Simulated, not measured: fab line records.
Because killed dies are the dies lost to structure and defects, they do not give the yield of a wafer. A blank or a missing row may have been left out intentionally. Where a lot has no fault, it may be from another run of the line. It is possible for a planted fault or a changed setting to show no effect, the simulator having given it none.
Which of the tools did it? || flow sky130 || 6 lots with 18 wafers sampled at 2 steps, on a route of 708 steps

## WHAT THE GAUGES SHOWED, per wafer
SKY_SONOS_TUNNEL_TW_MEAS_12.
{"lot": "L459", "measured": "day 12 08:58", "on": "film_metro-03", "SONOS_TUNNEL_TW": "194.7 195.1 195.3"}
{"lot": "L462", "measured": "day 13 03:34", "on": "film_metro-01", "SONOS_TUNNEL_TW": "199.1 198.7 199.3"}
{"lot": "L464", "measured": "day 14 00:54", "on": "film_metro-04", "SONOS_TUNNEL_TW": "242.8 242.6 243.7"}
{"lot": "L475", "measured": "day 17 15:42", "on": "film_metro-01", "SONOS_TUNNEL_TW": "198.8 199.3 199.0"}
{"lot": "L478", "measured": "day 18 14:28", "on": "film_metro-04", "SONOS_TUNNEL_TW": "196.7 197.2 196.8"}
{"lot": "L480", "measured": "day 19 17:10", "on": "film_metro-01", "SONOS_TUNNEL_TW": "197.4 196.8 196.5"}

## WHICH TOOL RAN EACH LOT (tool, then ch and the chambers of the sampled wafers, then the start)
{"lot": "L459", "SKY_SONOS_TUNNEL_IMPLANT_09": "implanter-01 ch 0, day 12 08:32"}
{"lot": "L462", "SKY_SONOS_TUNNEL_IMPLANT_09": "implanter-02 ch 0, day 13 03:08"}
{"lot": "L464", "SKY_SONOS_TUNNEL_IMPLANT_09": "implanter-01 ch 0, day 13 23:49"}
{"lot": "L475", "SKY_SONOS_TUNNEL_IMPLANT_09": "implanter-01 ch 0, day 17 15:17"}
{"lot": "L478", "SKY_SONOS_TUNNEL_IMPLANT_09": "implanter-04 ch 0, day 18 14:05"}
{"lot": "L480", "SKY_SONOS_TUNNEL_IMPLANT_09": "implanter-04 ch 0, day 19 16:44"}
- SKY_SONOS_TUNNEL_IMPLANT_09

## THE ANSWER, worked out from the rows above alone
Rule: the lots themselves supply what counts as usual. The widest of any qualifying gaps counts: lots, ordered by their means at a reading, are off when they make up no more than a third of the lots, leave a main group of 4 or more, and stand apart from it by 3 or more times the standard deviation of that group's means. If all means in a main group match to the digits the tables above print for the reading, that group is not used. Also off: a lot with no number at a reading for which 4 or more lots have one. Any other lot the step has rows for is counted as sound.
Off: at SKY_SONOS_TUNNEL_TW_MEAS_12 (SONOS_TUNNEL_TW), L464. The main group: mean 197.4, standard deviation 1.5.
If a tool, at a process step before that reading, ran all the lots that are off and no sound lot after the first of them, it fits. Gauges at SKY_SONOS_TUNNEL_TW_MEAS_12: tried the same way as those tools. No candidate that was tried fits.

## WHAT THE SIMULATOR PUT IN
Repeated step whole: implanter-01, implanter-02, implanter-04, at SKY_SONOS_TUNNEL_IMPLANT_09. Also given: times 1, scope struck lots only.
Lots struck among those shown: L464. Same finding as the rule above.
